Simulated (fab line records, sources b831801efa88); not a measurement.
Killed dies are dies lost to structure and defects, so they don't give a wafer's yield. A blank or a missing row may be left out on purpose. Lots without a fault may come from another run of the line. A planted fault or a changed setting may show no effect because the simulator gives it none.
Which tool did it? | flow gf180mcu | 12 lots, 36 wafers sampled, at 4 steps of a route of 602

WHAT THE GAUGES READ, wafer by wafer
GF_MIM_THK_MEAS_06. Usual: MIM_CVD_05_THK 41.7 nm, standard deviation 0.52.
lot  | measured     | on            | MIM_CVD_05_THK (nm) | flag
L838 | day 25 05:50 | film_metro-03 | 41.0 40.1 41.5      |
L839 | day 25 06:26 | film_metro-01 | 41.4 41.3 41.6      |
L840 | day 25 14:02 | film_metro-04 | 41.4 41.7 41.8      |
L843 | day 26 22:42 | film_metro-03 | 41.4 41.6 41.9      |
L845 | day 27 06:08 | film_metro-03 | 40.8 40.9 41.5      |
L846 | day 27 12:48 | film_metro-01 | 40.6 41.1 41.5      |
L847 | day 27 16:42 | film_metro-03 | 41.6 42.3 42.0      |
L849 | day 28 19:04 | film_metro-03 | 41.8 41.9 41.9      |
L851 | day 29 03:51 | film_metro-03 | 41.8 41.8 42.5      |
L852 | day 29 10:13 | film_metro-04 | 39.9 40.1 40.2      | OFF
L854 | day 29 22:19 | film_metro-03 | 40.0 40.2 39.9      | OFF
L861 | day 31 12:51 | film_metro-04 | 41.9 40.8 41.5      |

WHICH TOOL RAN EACH LOT (tool, then ch and the chambers of the sampled wafers, then the start)
lot  | GF_MIM_SPUTTER_00            | GF_MIM_SPUTTER_01            | GF_MIM_CVD_05
L838 | pvd_sputter-03, day 25 05:34 | pvd_sputter-03, day 25 05:40 | pecvd-04 ch 1,2, day 25 05:47
L839 | pvd_sputter-03, day 25 06:11 | pvd_sputter-03, day 25 06:17 | pecvd-02 ch 0,1,2, day 25 06:25
L840 | pvd_sputter-03, day 25 13:47 | pvd_sputter-03, day 25 13:53 | pecvd-04 ch 0,2, day 25 14:00
L843 | pvd_sputter-03, day 26 22:27 | pvd_sputter-03, day 26 22:33 | pecvd-03 ch 0,1,2, day 26 22:40
L845 | pvd_sputter-01, day 27 05:53 | pvd_sputter-01, day 27 05:59 | pecvd-02 ch 0,2, day 27 06:06
L846 | pvd_sputter-01, day 27 12:33 | pvd_sputter-01, day 27 12:39 | pecvd-03 ch 0,1, day 27 12:46
L847 | pvd_sputter-01, day 27 16:27 | pvd_sputter-01, day 27 16:33 | pecvd-02 ch 1,2, day 27 16:40
L849 | pvd_sputter-03, day 28 18:48 | pvd_sputter-03, day 28 18:54 | pecvd-03 ch 0,1, day 28 19:01
L851 | pvd_sputter-03, day 29 03:36 | pvd_sputter-03, day 29 03:42 | pecvd-02 ch 0,2, day 29 03:49
L852 | pvd_sputter-02, day 29 09:58 | pvd_sputter-02, day 29 10:04 | pecvd-02 ch 0,1, day 29 10:11
L854 | pvd_sputter-02, day 29 22:02 | pvd_sputter-02, day 29 22:08 | pecvd-02 ch 0,2, day 29 22:16
L861 | pvd_sputter-01, day 31 12:36 | pvd_sputter-01, day 31 12:42 | pecvd-03 ch 0,1,2, day 31 12:49
- GF_MIM_SPUTTER_00: material Ti, target thk 37.5 nm, time 150 s.
- GF_MIM_SPUTTER_01: material TiN, target thk 30 nm, time 25 s.
- GF_MIM_CVD_05: deposits Si3N4, target thk 42 nm, time 29.086 s.

WHAT THE TOOLS THEMSELVES READ (means of the sampled wafers that have a number; where no wafer has one, the mark that the record gives instead)
GF_MIM_SPUTTER_00. Usual: throttle_valve_pct 30.1 %, standard deviation 0.88.
lot  | tool           | throttle_valve_pct (%) | flag
L838 | pvd_sputter-03 | 30.6                   |
L839 | pvd_sputter-03 | 30.5                   |
L840 | pvd_sputter-03 | 30.3                   |
L843 | pvd_sputter-03 | 30.7                   |
L845 | pvd_sputter-01 | 30.2                   |
L846 | pvd_sputter-01 | 30.4                   |
L847 | pvd_sputter-01 | 29.9                   |
L849 | pvd_sputter-03 | 30.6                   |
L851 | pvd_sputter-03 | 30.5                   |
L852 | pvd_sputter-02 | 29.0                   |
L854 | pvd_sputter-02 | 29.7                   |
L861 | pvd_sputter-01 | 30.3                   |

GF_MIM_SPUTTER_01. Usual: throttle_valve_pct 30.1 %, standard deviation 0.88.
lot  | tool           | throttle_valve_pct (%) | flag
L838 | pvd_sputter-03 | 30.5                   |
L839 | pvd_sputter-03 | 30.5                   |
L840 | pvd_sputter-03 | 30.2                   |
L843 | pvd_sputter-03 | 30.5                   |
L845 | pvd_sputter-01 | 30.2                   |
L846 | pvd_sputter-01 | 30.4                   |
L847 | pvd_sputter-01 | 30.1                   |
L849 | pvd_sputter-03 | 30.5                   |
L851 | pvd_sputter-03 | 30.5                   |
L852 | pvd_sputter-02 | 28.9                   |
L854 | pvd_sputter-02 | 29.8                   |
L861 | pvd_sputter-01 | 30.4                   |

GF_MIM_CVD_05. Usual: heater_power_w 628 W, standard deviation 100; rf_fwd_power_W 444.2 W, standard deviation 2.1; run_length_s 56.9 s, standard deviation 0.43; susceptor_temp_C 384.98 C, standard deviation 0.22.
lot  | tool     | heater_power_w (W) | rf_fwd_power_W (W) | run_length_s (s) | susceptor_temp_C (C) | flag
L838 | pecvd-04 | 636                | 447.4              | 57.3             | 385.05               |
L839 | pecvd-02 | 730                | 442.1              | 56.5             | 384.67               |
L840 | pecvd-04 | 591                | 445.2              | 57.0             | 384.85               |
L843 | pecvd-03 | 587                | 443.5              | 57.2             | 384.92               |
L845 | pecvd-02 | 702                | 445.0              | 56.8             | 384.96               |
L846 | pecvd-03 | 532                | 442.8              | 56.7             | 384.74               |
L847 | pecvd-02 | 584                | 444.2              | 56.7             | 384.86               |
L849 | pecvd-03 | 585                | 443.9              | 57.2             | 385.01               |
L851 | pecvd-02 | 696                | 444.4              | 56.4             | 385.03               |
L852 | pecvd-02 | 717                | -                  | 55.3             | -                    | OFF
L854 | pecvd-02 | 704                | -                  | 55.5             | -                    | OFF
L861 | pecvd-03 | 573                | 444.3              | 56.9             | 385.13               |

THE ANSWER, worked out from the rows above alone
Rule: a lot is off if the mean of its wafers that have a number lies more than 3 standard deviations from the usual mean. A lot without any number at a reading at which 4 lots or more have one is off too. The other lots that the step has rows for count as sound. The gauges are gone through in route order, then the tools' own readings, and for those a lot's mean is taken as printed above. The first step at which some lot is off is used, and at that step the reading that is off furthest; a lot without a number counts as furthest.
Off: L852, L854, at GF_MIM_THK_MEAS_06 (MIM_CVD_05_THK).
A tool fits if, at a process step before that reading, it ran every lot that is off, and no sound lot after the first of them. The gauges at GF_MIM_THK_MEAS_06 aren't tried: what is off there is off at GF_MIM_CVD_05 too, on other tools, and a gauge's error can't cause that. Can't be told from this: 2 tools fit, pvd_sputter-02 at GF_MIM_SPUTTER_00 and GF_MIM_SPUTTER_01, pecvd-02 at GF_MIM_CVD_05.

WHAT THE SIMULATOR HAD PUT IN
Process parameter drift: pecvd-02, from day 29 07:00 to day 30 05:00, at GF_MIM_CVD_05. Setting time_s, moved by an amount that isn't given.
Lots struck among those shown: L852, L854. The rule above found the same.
